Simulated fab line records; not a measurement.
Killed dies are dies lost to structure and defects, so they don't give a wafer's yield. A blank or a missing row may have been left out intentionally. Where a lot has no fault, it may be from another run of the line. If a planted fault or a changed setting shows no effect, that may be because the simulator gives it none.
Which tool did it? + flow gf180mcu + 18 wafers sampled from 6 lots at 1 step of a route of 602

== WHAT THE GAUGES READ, wafer by wafer ==
GF_MVSD_TW_MEAS_11.
| lot  | measured    | on            | MVSD_TW        |
|------|-------------|---------------|----------------|
| L177 | day 4 17:18 | film metro-03 | 1581 1567 1575 |
| L181 | day 5 18:26 | film metro-04 | 1556 1558 1561 |
| L183 | day 6 03:52 | film metro-04 | 1571 1560 1559 |
| L191 | day 8 01:46 | film metro-01 | 1577 1588 1589 |
| L195 | day 8 23:17 | film metro-01 | 1575 1579 1572 |
| L198 | day 9 17:04 | film metro-04 | 1583 1584 1581 |

== EACH LOT AND THE TOOL THAT RAN IT (in order: tool; ch and the chambers of the sampled wafers; start) ==
Before these readings, the record contains no process step.

== THE ANSWER, worked out from the rows above alone ==
Rule: usual is defined by the lots themselves. The widest of any qualifying gaps counts: lots, ordered by their means at a reading, are off when they make up no more than a third of the lots, leave a main group of 4 or more, and stand apart from it by 3 or more times the standard deviation of that group's means. Not used: any main group whose means are identical at the precision the tables above print for the reading. Also off: a lot with no number at a reading for which 4 or more lots have one. Any other lot the step has rows for is counted as sound.
No lot is off on any of the readings shown, so nothing can be concluded from this.

== WHAT THE SIMULATOR PUT IN ==
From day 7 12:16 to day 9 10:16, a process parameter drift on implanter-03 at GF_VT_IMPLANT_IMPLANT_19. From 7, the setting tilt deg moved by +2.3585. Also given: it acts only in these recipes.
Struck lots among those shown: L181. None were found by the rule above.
